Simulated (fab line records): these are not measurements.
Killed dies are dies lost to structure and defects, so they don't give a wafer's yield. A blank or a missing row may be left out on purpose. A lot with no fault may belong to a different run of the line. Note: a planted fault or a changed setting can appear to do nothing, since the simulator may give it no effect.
2 desks looking at one fault | flow gf180mcu | every desk sees just its own numbers, and what lay behind them comes last

## THE METROLOGY DESK
What the gauges read, lot by lot, whatever tool the lot ran on: means of the sampled wafers that have a number. A lot is out of limits, marked OUT, if its mean lies more than 4 standard deviations from the usual mean; the brackets give that distance.
Columns: A = STI_OXIDATION_01_THK at GF_STI_THK_MEAS_22, usual 15.02 nm; B = NWELL_TW at GF_NWELL_TW_MEAS_11, usual 1572; C = LVPWELL_TW at GF_LVPWELL_TW_MEAS_11, usual 558; D = MVSD_TW at GF_MVSD_TW_MEAS_11, usual 1573
lot  | first seen here | A     | B              | C                      | D
L542 | day 2 04:29     | 15.00 | 1545           | 550                    | 1585
L543 | day 2 08:05     | 14.82 | 1582           | 565                    | 1562
L544 | day 2 14:02     | 15.16 | 1586           | 551                    | 1563
L545 | day 2 18:37     | 15.34 | 1581           | 563                    | 1553
L546 | day 3 01:06     | 15.19 | 1578           | 555                    | 1587
L547 | day 3 04:38     | 15.13 | 1580           | 559                    | 1591
L549 | day 3 16:08     | 15.14 | 1584           | 553                    | 1557
L556 | day 5 10:40     | 15.03 | 1937 (+28) OUT | 1530 (+99 or more) OUT | 1932 (+28) OUT
L560 | day 6 01:07     | 15.40 | 1560           | 555                    | 1569
L562 | day 6 10:37     | 15.23 | 1561           | 556                    | 1585
L565 | day 7 02:02     | 14.51 | 1574           | 561                    | 1584
This desk reports L556 out of limits; the earliest was L556 at day 6 12:17 (NWELL_TW at GF_NWELL_TW_MEAS_11). L542, L543, L544, L545, L546, L547, L549, L560, L562, L565: within limits.

## TOOL OWNER'S DESK, litho-track-02
The tool's own readings at GF_DNWELL_COAT_02 (resist thk 3000 nm): means of the sampled wafers that have a number, for each lot that ran on this tool. A lot is out of limits, marked OUT, if its mean lies more than 4 standard deviations from the usual mean; the brackets give that distance.
Columns: A = chill-plate-temp-C at GF_DNWELL_COAT_02, usual 23.00 C
lot  | first seen here | A
L543 | day 2 17:07     | 23.03
L556 | day 5 14:05     | 23.16
Finding of this desk: none of the 2 lots has anything out of limits.

## BROUGHT TOGETHER
Metrology desk: alarm possible at day 6 12:17 on L556.
Nothing out of limits was seen by the tool owner's desk.
The tool owner's desk has L556 on record, within its limits.
GF_DNWELL_COAT_02 was run on litho-track-02 by each of the lots named.

## WHAT THE SIMULATOR HAD INSERTED
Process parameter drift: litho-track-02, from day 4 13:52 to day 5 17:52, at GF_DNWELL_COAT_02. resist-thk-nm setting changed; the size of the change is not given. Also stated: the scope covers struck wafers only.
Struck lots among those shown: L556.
Hours from the fault's start to each desk's first reading out of limits: the metrology desk, 46.
